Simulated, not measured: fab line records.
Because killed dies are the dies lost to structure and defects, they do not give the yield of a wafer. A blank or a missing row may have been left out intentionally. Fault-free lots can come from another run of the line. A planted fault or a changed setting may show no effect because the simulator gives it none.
A lot that was struck, set against a sound lot -- flow sky130 -- 43 out of 708 route steps
Sound: these wafers, L946.2, L946.3, L946.5. Struck: wafers L958.1, L958.6. (L958.5 of the same lot was not struck and is left out.) The cause comes at the end.
Order at every step that has rows: each side's tool, ch and its chambers, its first start. Under that, the readings that differ: sound wafers -- struck wafers -- difference of the means -- sigmas: that difference in standard deviations of wafers without a fault.
alike: a reading whose means differ by less than 2 such deviations, as well as words and numbers matching on both sides. not compared: withheld readings; readings where some wafer has no value; bounds like >300 that might hide an equal value; numbers whose values overlap and for which the record gives no deviation.
The two part at a step that has a row with sigmas, a row that says differs or no value, or rows on one side only. Non-overlapping numbers with no deviation appear without sigmas and do not part them. A reading that every wafer of one side lacks parts them only if that side has two wafers or more.

SKY_LDD_N_STRIP_16: strips in O2/N2.
  sound on plasma-asher-02 ch 0,1, day 19 06:14; struck on plasma-asher-02 ch 0,1, day 23 10:12
  alike: drypump-motor-current-A, oes-product-au, strip-time-to-endpoint-s
  not compared: rf-hours-counter-h
SKY_LDD_N_TW_MEAS_17:
  sound on film-metro-03, day 19 06:21; struck on film-metro-04, day 23 10:18
  alike: LDD_N_TW
then, 7 steps without rows for these wafers: SKY_LDD_P_DEHYDRATE_00 (time 60 s); SKY_LDD_P_HMDS_01 (prime time 60 s); SKY_LDD_P_COAT_02 (resist thk 1140 nm); SKY_LDD_P_SOFTBAKE_03 (time 60 s); SKY_LDD_P_EXPOSE_04 (exposes mask PSDM, target cd 380 nm); SKY_LDD_P_PEB_05; SKY_LDD_P_DEVELOP_06 (develop time 60 s).
SKY_LDD_P_CD_MEAS_07: target cd 380 nm.
  sound on cd-sem-01, day 20 13:35; struck on cd-sem-02, day 24 17:33
  alike: cd-nm
SKY_LDD_P_OVL_MEAS_08:
  sound on overlay-01, day 20 13:41; struck on overlay-02, day 24 17:40
  alike: LDD_P_OVL
next, for these wafers, 1 step has no rows: SKY_LDD_P_IMPLANT_09.
SKY_LDD_P_STRIP_10: strips in O2/N2.
  sound on plasma-asher-03 ch 0,1, day 20 13:52; struck on plasma-asher-01 ch 1, day 24 17:52
  alike: drypump-motor-current-A, oes-product-au, strip-time-to-endpoint-s
  not compared: rf-hours-counter-h
SKY_LDD_P_TW_MEAS_11:
  sound on film-metro-02, day 20 13:58; struck on film-metro-01, day 24 17:58
  alike: LDD_P_TW
then, 7 steps without rows for these wafers: SKY_LDD_HVN_DEHYDRATE_00 (time 60 s); SKY_LDD_HVN_HMDS_01 (prime time 60 s); SKY_LDD_HVN_COAT_02 (resist thk 300 nm); SKY_LDD_HVN_SOFTBAKE_03 (time 60 s); SKY_LDD_HVN_EXPOSE_04 (exposes mask HVNTM, target cd 700 nm); SKY_LDD_HVN_PEB_05; SKY_LDD_HVN_DEVELOP_06 (develop time 60 s).
SKY_LDD_HVN_OVL_MEAS_07:
  sound on overlay-01, day 21 21:10; struck on overlay-01, day 25 23:43
  alike: LDD_HVN_OVL
next, for these wafers, 1 step has no rows: SKY_LDD_HVN_IMPLANT_08.
SKY_LDD_HVN_STRIP_09: strips in O2/N2.
  sound on plasma-asher-03 ch 0,1, day 21 21:20; struck on plasma-asher-04 ch 0,1, day 25 23:54
  alike: drypump-motor-current-A, oes-product-au, strip-time-to-endpoint-s
  not compared: rf-hours-counter-h
SKY_LDD_HVN_TW_MEAS_10:
  sound on film-metro-01, day 21 21:27; struck on film-metro-01, day 26 00:00
  alike: LDD_HVN_TW
then, 7 steps without rows for these wafers: SKY_LDD_HVP_DEHYDRATE_00 (time 60 s); SKY_LDD_HVP_HMDS_01 (prime time 60 s); SKY_LDD_HVP_COAT_02 (resist thk 300 nm); SKY_LDD_HVP_SOFTBAKE_03 (time 60 s); SKY_LDD_HVP_EXPOSE_04 (exposes mask HVPTM, target cd 700 nm); SKY_LDD_HVP_PEB_05; SKY_LDD_HVP_DEVELOP_06 (develop time 60 s).
SKY_LDD_HVP_OVL_MEAS_07:
  sound on overlay-02, day 23 04:56; struck on overlay-02, day 27 05:52
  alike: LDD_HVP_OVL
next, for these wafers, 1 step has no rows: SKY_LDD_HVP_IMPLANT_08.
SKY_LDD_HVP_STRIP_09: strips in O2/N2.
  sound on plasma-asher-01 ch 0,1, day 23 05:07; struck on plasma-asher-03 ch 1, day 27 06:02
  alike: drypump-motor-current-A, oes-product-au, strip-time-to-endpoint-s
  not compared: rf-hours-counter-h
SKY_LDD_HVP_TW_MEAS_10:
  sound on film-metro-04, day 23 05:14; struck on film-metro-03, day 27 06:08
  alike: LDD_HVP_TW
then, 6 steps without rows for these wafers: SKY_LDD_LDN_DEHYDRATE_00 (time 60 s); SKY_LDD_LDN_HMDS_01 (prime time 60 s); SKY_LDD_LDN_COAT_02 (resist thk 1140 nm); SKY_LDD_LDN_SOFTBAKE_03 (time 60 s); SKY_LDD_LDN_EXPOSE_04 (exposes mask LDNTM, target cd 700 nm); SKY_LDD_LDN_PEB_05.
-- a jump in the record: the struck wafers' starts before and after are 23 days apart (it breaks off in module LDD_LDN and resumes in module PAD_OPEN, where the first step shown is number 708 of the route) --
SKY_PAD_OPEN_PROBE_99:
  record: rows for the struck wafers here (prober-02, day 49 18:37), none for the sound ones

WHERE THEY PART
Only at SKY_PAD_OPEN_PROBE_99, within this record.

WHY: what had been put in by the simulator
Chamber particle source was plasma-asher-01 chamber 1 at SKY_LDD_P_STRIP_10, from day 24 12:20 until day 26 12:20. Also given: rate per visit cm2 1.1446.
